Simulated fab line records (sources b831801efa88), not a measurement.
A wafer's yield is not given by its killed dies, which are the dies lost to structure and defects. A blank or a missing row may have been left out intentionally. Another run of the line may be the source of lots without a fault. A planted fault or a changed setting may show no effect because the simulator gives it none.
The same fault as seen by 2 desks / flow sky130 / numbers are kept per desk, each desk with only its own; the story behind them comes last

== FOR THE TOOL OWNER'S DESK: pvdSputter-02 ==
The tool's own readings at SKY_METAL3_SPUTTER_03 (material Ti, target thk 5 nm, time 3.3 s): means of the sampled wafers that have a number, for each lot that ran on this tool. Marked OUT: a lot whose mean sits more than 4 standard deviations from the usual mean, which makes it out of limits; the brackets give that distance.
Columns: A = throttleValvePct at SKY_METAL3_SPUTTER_03, usual 29.4 %
lot=L515; first seen here=day 39 14:21; A=28.3
lot=L518; first seen here=day 40 06:11; A=29.2
lot=L526; first seen here=day 42 18:08; A=28.9
This desk's finding: nothing out of limits on any of the 3 lots.

== AT THE METROLOGY DESK ==
Means of the sampled wafers that have a number, per lot and without regard to the tool the lot ran on: this is what the gauges read. Marked OUT: a lot whose mean sits more than 4 standard deviations from the usual mean, which makes it out of limits; the brackets give that distance.
Columns: A = VIA2_W_RS at SKY_VIA2_RS_MEAS_22, usual 0.2744 ohm/sq; B = VIA2_W_THK at SKY_VIA2_THK_MEAS_23, usual 413 nm
lot=L513; first seen here=day 38 15:24; A=0.2727; B=422
lot=L515; first seen here=day 39 13:47; A=0.2729; B=421
lot=L518; first seen here=day 40 05:39; A=0.2784; B=411
lot=L526; first seen here=day 42 17:34; A=0.2735; B=411
lot=L528; first seen here=day 43 01:38; A=0.2725; B=414
This desk's finding: nothing out of limits on any of the 5 lots.

== ALL TOGETHER ==
The desk of the tool owner found nothing out of limits.
From the metrology desk's view, nothing was out of limits.

== WHAT HAD BEEN PUT IN BY THE SIMULATOR ==
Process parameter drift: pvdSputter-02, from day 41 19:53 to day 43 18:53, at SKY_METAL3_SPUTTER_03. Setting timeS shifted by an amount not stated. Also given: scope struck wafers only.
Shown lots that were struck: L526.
